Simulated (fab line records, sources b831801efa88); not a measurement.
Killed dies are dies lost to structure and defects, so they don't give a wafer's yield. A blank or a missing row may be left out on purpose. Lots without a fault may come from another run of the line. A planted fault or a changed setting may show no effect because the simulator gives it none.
Problem report in the 8D (eight disciplines) form, filled by code | flow sky130 | the parts of the form that need people (team, actions taken, sign-off) are left out

1. THE PROBLEM
heater_power_total_W at SKY_SONOS_TUNNEL_SOFTBAKE_03 reads a mean of 57.09 W on 4 wafers of 3 lots; wafers without a fault read 56.60 W with a standard deviation of 0.04. That is +12 standard deviations from the usual mean.
The step: time 60 s.
First seen on wafer L810.4, day 13 06:46, on litho_track-01. The record holds 39 wafers of 14 lots with a number at this step. Rule for "out", or "out of limits": more than 4 standard deviations from the usual mean. The other wafers with a number count as sound.

2. WHAT IT IS AND WHAT IT IS NOT
question                    | is                                 | is not
which readings at this step | heater_power_total_W, run_length_s | -
which lots                  | L810, L811, L812                   | L802, L804, L805, L806, L807, L819, L820, L821, L823, L824, L825
which wafers of those lots  | L810.4, L811.4, L812.1, L812.4     | L810.5, L811.5
read on which tools         | litho_track-01                     | litho_track-02, litho_track-04
when                        | from day 13 06:46                  | up to then (16 sound wafers); but 19 sound wafers of L811, L819, L820, L821, L823, L824, L825 came after

3. SUSPECTS, AND WHAT RULES EACH OUT
Counting: a tool at a process step up to the reading stays a suspect if it ran every lot that is out. Sound lots after the first of them don't rule it out here, since some wafers of a struck lot are sound.
- litho_track-01 at SKY_SONOS_TUNNEL_SOFTBAKE_03 (time 60 s): kept. It ran every lot that is out, first L810 (day 13 06:46); its last sound lot up to then is L807 (day 12 12:02). Its own readings are out on those wafers: heater_power_total_W, run_length_s.
Left after counting: litho_track-01 at SKY_SONOS_TUNNEL_SOFTBAKE_03.

4. THE CAUSE (what the simulator had put in)
Process parameter drift: litho_track-01, from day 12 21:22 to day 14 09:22, at SKY_SONOS_TUNNEL_SOFTBAKE_03. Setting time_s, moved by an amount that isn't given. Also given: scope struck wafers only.
Counting left only this tool.

5. THE CHAIN OF EFFECTS, in route order
Each row: a reading whose mean over the struck wafers that have a number lies more than 3 standard deviations from the usual. Only readings for which the record gives a usual standard deviation are gone through. hours: the time from each lot's start at the first step in this table that gives one to its start at this step, as a median over the lots. sigmas: the change in usual standard deviations.
hours | step                         | reading              | usual   | on struck wafers | change | sigmas
0     | SKY_SONOS_TUNNEL_SOFTBAKE_03 | heater_power_total_W | 56.60 W | 57.09            | +0.48  | +12
0     | SKY_SONOS_TUNNEL_SOFTBAKE_03 | run_length_s         | 89.18 s | 87.45            | -1.73  | -7.5
The process steps in it:
- SKY_SONOS_TUNNEL_SOFTBAKE_03: time 60 s.

6. WHAT WOULD HAVE CAUGHT IT SOONER
In this record the first reading out of limits was taken at day 13 06:46, 9 hours after the fault began at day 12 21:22.
